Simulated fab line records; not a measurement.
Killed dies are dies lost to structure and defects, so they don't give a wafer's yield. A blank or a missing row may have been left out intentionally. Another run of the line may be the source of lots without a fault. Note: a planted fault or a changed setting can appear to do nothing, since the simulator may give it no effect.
What tool caused it?	flow sky130	Sampling: 14 lots, 42 wafers, 2 of 708 route steps

## WHAT EACH GAUGE READ, for each wafer
SKY_CONTACT_RS_MEAS_25: measures by four-point-probe.
lot	measured	on	CONTACT_W_RS (ohm/sq)
L912	day 32 06:29	film metro-04	0.335 0.338 0.337
L913	day 32 14:24	film metro-02	0.339 0.335 0.345
L915	day 33 00:41	film metro-04	0.337 0.335 0.339
L918	day 34 00:19	film metro-03	0.337 0.335 0.335
L920	day 34 13:27	film metro-03	0.339 0.335 0.339
L922	day 35 09:28	film metro-03	0.343 0.336 0.340
L926	day 36 12:19	film metro-02	0.338 0.336 0.332
L927	day 37 00:40	film metro-03	0.340 0.344 0.344
L930	day 37 19:20	film metro-03	0.339 0.339 0.332
L929	day 37 21:38	film metro-02	0.335 0.337 0.336
L931	day 37 22:02	film metro-02	0.335 0.333 0.332
L932	day 38 00:53	film metro-02	0.335 0.333 0.340
L933	day 38 11:59	film metro-03	0.335 0.338 0.331
L934	day 38 20:24	film metro-04	0.333 0.340 0.335

SKY_VIA1_BOW_MEAS_03.
lot	measured	on	VIA1_BOW (um)
L912	day 33 11:35	film metro-03	87 92 82
L913	day 33 19:06	film metro-03	79 86 85
L915	day 34 04:59	film metro-04	78 83 87
L918	day 35 05:19	film metro-03	87 75 83
L920	day 35 18:25	film metro-03	84 76 80
L922	day 36 13:31	film metro-03	77 77 83
L926	day 37 17:01	film metro-04	70 76 81
L927	day 38 04:11	film metro-01	91 83 89
L930	day 39 01:22	film metro-01	79 84 63
L929	day 39 01:58	film metro-01	74 77 72
L931	day 39 02:17	film metro-04	71 81 89
L932	day 39 04:12	film metro-04	70 81 65
L933	day 39 14:02	film metro-01	77 76 96
L934	day 39 23:22	film metro-03	77 78 90

## EACH LOT AND THE TOOL THAT RAN IT (in order: tool; ch and the chambers of the sampled wafers; start)
Record: no process step prior to these readings.

## AS READ BY THE TOOLS THEMSELVES (means over the sampled wafers that have a number; for cases with no such wafer, the mark the record gives instead)
The record holds no such reading with a usual standard deviation.

## THE ANSWER, worked out from the rows above alone
Rule: the lots themselves supply what counts as usual. The widest of any qualifying gaps counts: lots, ordered by their means at a reading, are off when they make up no more than a third of the lots, leave a main group of 4 or more, and stand apart from it by 3 or more times the standard deviation of that group's means. A main group is skipped when, at the precision printed for the reading in the tables above, its means are all equal. Also off: a lot with no number at a reading for which 4 or more lots have one. All remaining lots with rows at the step are treated as sound. The gauges are gone through in route order, then the tools' own readings, and for those a lot's mean is taken as printed above. The first step at which some lot is off is used, and at that step the reading that is off furthest; a lot without a number counts as furthest.
None of the lots is off at any reading shown; this tells nothing.

## WHAT HAD BEEN PUT IN BY THE SIMULATOR
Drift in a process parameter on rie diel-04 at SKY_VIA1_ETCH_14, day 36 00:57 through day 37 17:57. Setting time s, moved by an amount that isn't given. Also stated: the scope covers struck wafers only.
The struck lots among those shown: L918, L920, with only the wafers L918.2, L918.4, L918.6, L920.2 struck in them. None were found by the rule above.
